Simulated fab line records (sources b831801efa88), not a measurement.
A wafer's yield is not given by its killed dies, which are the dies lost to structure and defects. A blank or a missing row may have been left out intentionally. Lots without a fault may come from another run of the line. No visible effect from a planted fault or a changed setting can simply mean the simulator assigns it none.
A struck lot beside a sound one    flow sfqLine    20 out of 325 route steps
Sound: these wafers, L425.1, L425.3, L425.4. Struck: wafers L428.1, L428.2, L428.3. The cause is named last.
Each step with rows lists, per side, the tool, then ch with its chambers, then its first start. Under that, the readings that differ: sound wafers    struck wafers    difference of the means    sigmas: that difference in standard deviations of wafers without a fault.
alike: same words and numbers on both sides, and readings whose means sit less than 2 such deviations apart. not compared: any withheld reading, any reading some wafer has no value for, any bound like >300 that may hide the same value, and any number with overlapping values for which the record gives no deviation.
Wherever a step has rows on one side only, a row that says differs or no value, or a row with sigmas, the two part there. Numbers that have no deviation but don't overlap get no sigmas and don't part them. A reading that every wafer of one side lacks parts them only if that side has two wafers or more.

first, 2 steps without rows for these wafers: SFQ_TRILAYER_L0_VIA_LITHO_PEB_016 (peb time 60 s); SFQ_TRILAYER_L0_VIA_LITHO_DEVELOP_015 (time 60 s).
SFQ_L0V_OVL_MEAS_903:
  sound: overlay-02 at day 6 05:54; struck: overlay-02 at day 7 06:55
reading       sound   struck    difference  sigmas
L0V_OVL (nm)  9 10 4  -7 -8 -9  -16         -3
then, 1 step without rows for these wafers: SFQ_TRILAYER_L0_VIA_BARC_OPEN_VIA_ETCH_021 (etches BARC in O2, target depth 125 nm, time 41.7 s).
SFQ_TRILAYER_L0_VIA_ETCH_VIA_ETCH_016: etches SiO2 in CHF3, stops on MoNx KI, target depth 80 nm.
  sound on rieDiel-01 ch 1,2,3, day 6 05:58; struck on rieDiel-03 ch 0,1,3, day 7 06:59
  alike: drypumpMotorCurrentA, oesProductAu
SFQ_TRILAYER_L0_VIA_STRIP_STRIP_017: strips in O2.
  sound on rieMetal-03 ch 0,1, day 6 06:01; struck on rieMetal-02 ch 0,1, day 7 07:02
reading              sound              struck             difference  sigmas
oesProductAu (a.u.)  1.008 1.007 1.015  0.993 0.986 0.995  -0.019      -2
  alike: drypumpMotorCurrentA
  not compared: rfHoursCounterH
then, 2 steps without rows for these wafers: SFQ_TRILAYER_L0_VIA_STRIP_SOLV_CLEAN_018 (cleans in NMP, time 600 s); SFQ_TRILAYER_M0_DEP_PRE_CLEAN_020 (time 15 s).
SFQ_TRILAYER_M0_DEP_SPUTTER_019: material Nb, target thk 200 nm, time 133.3 s.
  sound: pvdSputter-05 at day 6 06:49; struck: pvdSputter-05 at day 7 07:50
  alike: throttleValvePct
SFQ_M0_RS_MEAS_904: the measuring method here is four-point-probe.
  sound: filmMetro-02 at day 6 06:55; struck: filmMetro-02 at day 7 07:55
  alike: M0_NB_RS
then, 1 step without rows for these wafers: SFQ_TRILAYER_M0_LITHO_COAT_026 (resist thk 62 nm).
SFQ_TRILAYER_M0_LITHO_COAT_021: resist thk 600 nm.
  sound on lithoTrack-01 ch 0, day 6 07:23; struck on lithoTrack-01 ch 0, day 7 08:24
reading                                             sound                 struck                difference  sigmas
spinSpeedRpm (rpm)                                  2999.1 2999.8 3001.2  2779.7 2782.3 2780.7  -219.1      -99 or more
model.KrF_of_TRILAYER_M0_LITHO_COAT_021.thkNm (nm)  601.6 601.6 601.8     622.9 623.4 622.1     +21.1       
then, 4 steps without rows for these wafers: SFQ_TRILAYER_M0_LITHO_SOFTBAKE_025; SFQ_TRILAYER_M0_LITHO_EXPOSE_022 (exposes mask M0, target cd 500 nm); SFQ_TRILAYER_M0_LITHO_PEB_024 (peb time 60 s); SFQ_TRILAYER_M0_LITHO_DEVELOP_023 (time 60 s).
-- the record jumps here: 4 days lie between the struck wafers' starts before and after --
SFQ_M0_OVL_MEAS_906:
  sound: overlay-02 at day 9 17:43; struck: overlay-01 at day 10 23:31
  alike: M0_OVL
SFQ_TRILAYER_M0_BARC_OPEN_METAL_ETCH_031: etches BARC in O2, target depth 125 nm, time 41.7 s.
  sound on rieMetal-04 ch 0,1, day 9 17:44; struck on rieMetal-02 ch 0,1, day 10 23:32
  alike: drypumpMotorCurrentA, oesProductAu
  not compared: rfHoursCounterH
SFQ_TRILAYER_M0_ETCH_METAL_ETCH_024: etches Nb in Cl2/Ar, stops on SiO2, target depth 240 nm, time 120 s.
  sound on rieMetal-04 ch 0,1, day 9 17:48; struck on rieMetal-02 ch 0,1, day 10 23:36
reading                                             sound              struck           difference  sigmas
model.KrF_of_TRILAYER_M0_LITHO_COAT_021.thkNm (nm)  381.5 382.5 385.9  405.5 405.5 406  +22.4       
  alike: drypumpMotorCurrentA, oesProductAu
  not compared: rfHoursCounterH
SFQ_TRILAYER_M0_STRIP_STRIP_025: strips in O2.
  sound on rieMetal-04 ch 0,1, day 9 17:56; struck on rieMetal-02 ch 0,1, day 10 23:44
  alike: drypumpMotorCurrentA, oesProductAu
  not compared: rfHoursCounterH

## WHERE THEY PART
Earliest at SFQ_L0V_OVL_MEAS_903; latest, in this record, at SFQ_TRILAYER_M0_LITHO_COAT_021. Later steps at which nothing parts them and some readings are alike: SFQ_M0_OVL_MEAS_906, SFQ_TRILAYER_M0_BARC_OPEN_METAL_ETCH_031, SFQ_TRILAYER_M0_ETCH_METAL_ETCH_024, SFQ_TRILAYER_M0_STRIP_STRIP_025.

WHY: what the simulator had put in
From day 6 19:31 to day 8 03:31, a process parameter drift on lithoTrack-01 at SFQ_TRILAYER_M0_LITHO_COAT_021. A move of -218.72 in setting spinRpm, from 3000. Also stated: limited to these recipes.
